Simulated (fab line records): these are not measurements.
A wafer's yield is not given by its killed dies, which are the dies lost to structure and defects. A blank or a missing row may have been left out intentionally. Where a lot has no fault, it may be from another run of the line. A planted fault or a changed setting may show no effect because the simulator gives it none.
Struck lot and sound lot, side by side :: flow sky130 :: 17 out of 708 route steps
Sound: the wafers L535.3, L535.4, L535.5. The struck wafers were L541.2, L541.4, L541.5. The cause is named last.
Per side, at each step with rows, come the tool, then ch with its chambers, and then its first start. Under that, the readings that differ: sound wafers :: struck wafers :: difference of the means :: sigmas: that difference in standard deviations of wafers without a fault.
alike: readings whose means differ by less than 2 such deviations, and words and numbers that are the same on both sides. not compared: withheld readings, readings that some wafer has no value for, bounds like >300 that may hide the same value, and numbers for which the record gives no deviation and whose values overlap.
The two part at a step that has a row with sigmas, a row that says differs or no value, or rows on one side only. Numbers that don't overlap but have no deviation are shown without sigmas and don't part them. Lack of a reading on every wafer of one side parts them only where that side has two or more wafers.

SKY_VIA1_CMP_02: polishes SiO2.
  sound on cmp-02 ch 0,1,3, day 35 18:00; struck on cmp-02 ch 1,3, day 37 09:45
  alike: edge-zone-pressure-frac, head-pressure-psi, motor-current-A, retaining-ring-pressure-frac
SKY_VIA1_BOW_MEAS_03:
  sound: film-metro-02 at day 35 18:14; struck: film-metro-01 at day 37 10:01
  alike: VIA1_BOW
then, 8 steps without rows for these wafers: SKY_VIA1_DEHYDRATE_04 (time 60 s); SKY_VIA1_HMDS_05 (prime time 60 s); SKY_VIA1_COAT_06 (resist thk 60 nm); SKY_VIA1_COAT_07 (resist thk 450 nm); SKY_VIA1_SOFTBAKE_08 (time 90 s); SKY_VIA1_EXPOSE_09 (exposes mask VIM, target cd 150 nm); SKY_VIA1_PEB_10; SKY_VIA1_DEVELOP_11 (develop time 60 s).
SKY_VIA1_CD_MEAS_12: target cd 150 nm.
  sound: cd-sem-02 at day 36 20:11; struck: cd-sem-01 at day 38 11:26
  alike: cd-nm
SKY_VIA1_OVL_MEAS_13:
  sound: overlay-01 at day 36 20:17; struck: overlay-02 at day 38 11:32
  alike: VIA1_OVL
SKY_VIA1_ETCH_14: etches BARC in N2/H2, stops on SiO2, time 45.9 s, target depth 60 nm.
  sound on rie-diel-03 ch 0,2,3, day 36 20:18; struck on rie-diel-01 ch 0,2,3, day 38 11:34
reading: oes-product-au (a.u.)
sound: 0.856 0.854 0.859
struck: 0.779 0.772 0.778
difference: -0.080
sigmas: -18

reading: run-length-s (s)
sound: 74.3 74.3 74.8
struck: 83.6 82.8 83.2
difference: +8.7
sigmas: +18

reading: model.KrF-thick_of_VIA1_COAT_07.thk-nm (nm)
sound: 394.5 394.4 396.7
struck: 384.8 384.3 382
difference: -11.5
sigmas: 
  alike: chamber-pressure-mTorr, drypump-motor-current-A, throttle-valve-pct
  not compared: rf-hours-counter-h
SKY_VIA1_ETCH_15: etches SiO2 in C4F8/O2/Ar, stops on TiN, target depth 351 nm, time 54 s.
  sound on rie-diel-03 ch 0,2,3, day 36 20:21; struck on rie-diel-01 ch 0,2,3, day 38 11:37
reading: model.KrF-thick_of_VIA1_COAT_07.thk-nm (nm)
sound: 326.1 325.5 327.4
struck: 315.1 313.8 311.5
difference: -12.9
sigmas: 
  alike: chamber-pressure-mTorr, oes-product-au, run-length-s
  not compared: rf-hours-counter-h
SKY_VIA1_STRIP_16: strips in O2/N2.
  sound on plasma-asher-03 ch 0,1, day 36 20:26; struck on plasma-asher-04 ch 0,1, day 38 11:40
reading: strip-time-to-endpoint-s (s)
sound: 4.505 4.485 4.523
struck: 4.365 4.353 4.358
difference: -0.146
sigmas: -7
  alike: chamber-pressure-mTorr, drypump-motor-current-A, oes-product-au
  not compared: rf-hours-counter-h
then, 2 steps without rows for these wafers: SKY_VIA1_STRIP_17 (strips in post etch residue remover, time 1200 s); SKY_PAD_OPEN_PROBE_99.

## WHERE THEY PART
First at SKY_VIA1_ETCH_14; last, within this record, at SKY_VIA1_STRIP_16.

WHY: the cause the simulator had injected
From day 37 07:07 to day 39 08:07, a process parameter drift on rie-diel-01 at SKY_VIA1_ETCH_14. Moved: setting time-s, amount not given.
